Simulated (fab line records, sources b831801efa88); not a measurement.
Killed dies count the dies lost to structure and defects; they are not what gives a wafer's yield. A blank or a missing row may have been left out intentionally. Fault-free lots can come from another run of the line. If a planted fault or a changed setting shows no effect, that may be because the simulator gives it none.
Matching of chambers + flow sky130 + SKY_VIA3_CMP_02 on cmp-01 has 4 sister chambers
The step polishes SiO2. 42 wafers are shown with their chamber, then 12 later ones without.

WAFERS, EACH WITH ITS CHAMBER
| wafer  | chamber | motorCurrentA (A) | slurryFlowMlMin | platenRpm (rpm) |
|--------|---------|-------------------|-----------------|-----------------|
| L074.1 | 1       | 13.9              | 150.2           | 60.03           |
| L074.5 | 3       | 10.2              | 148.9           | 59.97           |
| L074.6 | 0       | 11.1              | 150.1           | 59.96           |
| L076.3 | 1       | 14.2              | 149.3           | 59.96           |
| L076.4 | 0       | 11.3              | 150.5           | 60.01           |
| L076.6 | 0       | 10.9              | 150.0           | 60.09           |
| L078.1 | 3       | 10.0              | 149.4           | 60.01           |
| L078.2 | 1       | 13.6              | 150.3           | 60.04           |
| L078.3 | 0       | 11.6              | 150.0           | 60.01           |
| L079.2 | 0       | 11.2              | 149.2           | 60.00           |
| L079.3 | 2       | 11.8              | 150.8           | 60.00           |
| L079.4 | 1       | 13.6              | 150.3           | 59.94           |
| L081.3 | 0       | 10.9              | 149.7           | 59.97           |
| L081.4 | 1       | 13.3              | 150.0           | 60.04           |
| L081.6 | 1       | 14.4              | 150.0           | 59.96           |
| L083.1 | 1       | 13.5              | 150.1           | 60.01           |
| L083.2 | 2       | 11.8              | 149.4           | 59.97           |
| L083.3 | 3       | 10.0              | 150.5           | 60.03           |
| L085.3 | 2       | 12.3              | 150.1           | 60.00           |
| L085.5 | 2       | 12.2              | 149.5           | 60.02           |
| L085.6 | 3       | 10.0              | 149.7           | 60.08           |
| L086.3 | 0       | 11.6              | 150.0           | 59.95           |
| L086.5 | 1       | 13.6              | 149.7           | 60.03           |
| L086.6 | 2       | 12.4              | 150.9           | 60.01           |
| L087.1 | 3       | 9.6               | 149.6           | 60.04           |
| L087.2 | 2       | 12.3              | 149.7           | 60.02           |
| L087.5 | 0       | 11.2              | 150.2           | 60.05           |
| L088.1 | 2       | 11.4              | 150.6           | 60.02           |
| L088.2 | 1       | 13.2              | 150.2           | 60.04           |
| L088.3 | 0       | 10.7              | 150.0           | 60.02           |
| L089.1 | 3       | 10.0              | 150.4           | 59.92           |
| L089.3 | 0       | 11.5              | 150.1           | 59.98           |
| L089.5 | 3       | 9.5               | 149.3           | 60.03           |
| L090.1 | 3       | 9.6               | 150.0           | 60.02           |
| L090.2 | 2       | 11.9              | 150.1           | 60.00           |
| L090.3 | 1       | 13.6              | 151.0           | 60.08           |
| L092.4 | 0       | 11.4              | 150.3           | 60.07           |
| L092.5 | 3       | 10.1              | 150.2           | 59.99           |
| L092.6 | 2       | 11.7              | 150.4           | 60.07           |
| L093.2 | 3       | 9.2               | 149.6           | 60.02           |
| L093.5 | 3       | 9.6               | 149.3           | 59.95           |
| L093.6 | 0       | 10.8              | 150.2           | 59.95           |

SIGNATURES (averages over the wafers above)
| reading         | chamber 0 | chamber 1 | chamber 2 | chamber 3 | scatter within a chamber |
|-----------------|-----------|-----------|-----------|-----------|--------------------------|
| motorCurrentA   | 11.183    | 13.690    | 11.978    | 9.800     | 0.333                    |
| slurryFlowMlMin | 150.025   | 150.110   | 150.167   | 149.718   | 0.455                    |
| platenRpm       | 60.0050   | 60.0130   | 60.0122   | 60.0055   | 0.0423                   |
Rule: for each reading, subtract the chamber's mean from the wafer's reading, divide by that reading's scatter and square the result; add these up over the readings and take the root, which gives the wafer's distance from the chamber. The wafer belongs to the nearest chamber; if the next one is less than 2 further off, it can't be placed. The scatter: the root of (the sum of the squares of (reading less its chamber's mean) over the shown wafers, divided by (wafers less chambers)).

WAFERS WITH NO CHAMBER GIVEN
| wafer  | motorCurrentA (A) | slurryFlowMlMin | platenRpm (rpm) |
|--------|-------------------|-----------------|-----------------|
| L094.1 | 13.6              | 149.5           | 60.01           |
| L094.4 | 9.5               | 149.5           | 60.11           |
| L094.5 | 12.3              | 150.1           | 59.99           |
| L095.3 | 9.5               | 150.3           | 59.91           |
| L095.4 | 13.6              | 150.5           | 59.97           |
| L095.6 | 9.9               | 149.4           | 59.98           |
| L096.4 | 11.7              | 150.2           | 60.01           |
| L096.5 | 9.9               | 150.0           | 60.00           |
| L096.6 | 11.4              | 150.2           | 60.07           |
| L097.2 | 11.5              | 149.7           | 60.02           |
| L097.3 | 11.5              | 150.7           | 59.99           |
| L097.4 | 10.1              | 150.5           | 60.03           |

EACH ONE'S CHAMBER
| wafer  | from the rows above     | in truth |
|--------|-------------------------|----------|
| L094.1 | 1                       | 1        |
| L094.4 | 3                       | 3        |
| L094.5 | 2                       | 2        |
| L095.3 | 3                       | 3        |
| L095.4 | 1                       | 1        |
| L095.6 | 3                       | 3        |
| L096.4 | can't be placed: 2 or 0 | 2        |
| L096.5 | 3                       | 3        |
| L096.6 | can't be placed: 0 or 2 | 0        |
| L097.2 | can't be placed: 0 or 2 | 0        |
| L097.3 | can't be placed: 0 or 2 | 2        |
| L097.4 | can't be placed: 3 or 0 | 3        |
Correct placement for 7 of the 12. Cannot be placed on the basis of these rows: 5; the candidates contain the true chamber in 5. Number placed wrongly: 0.
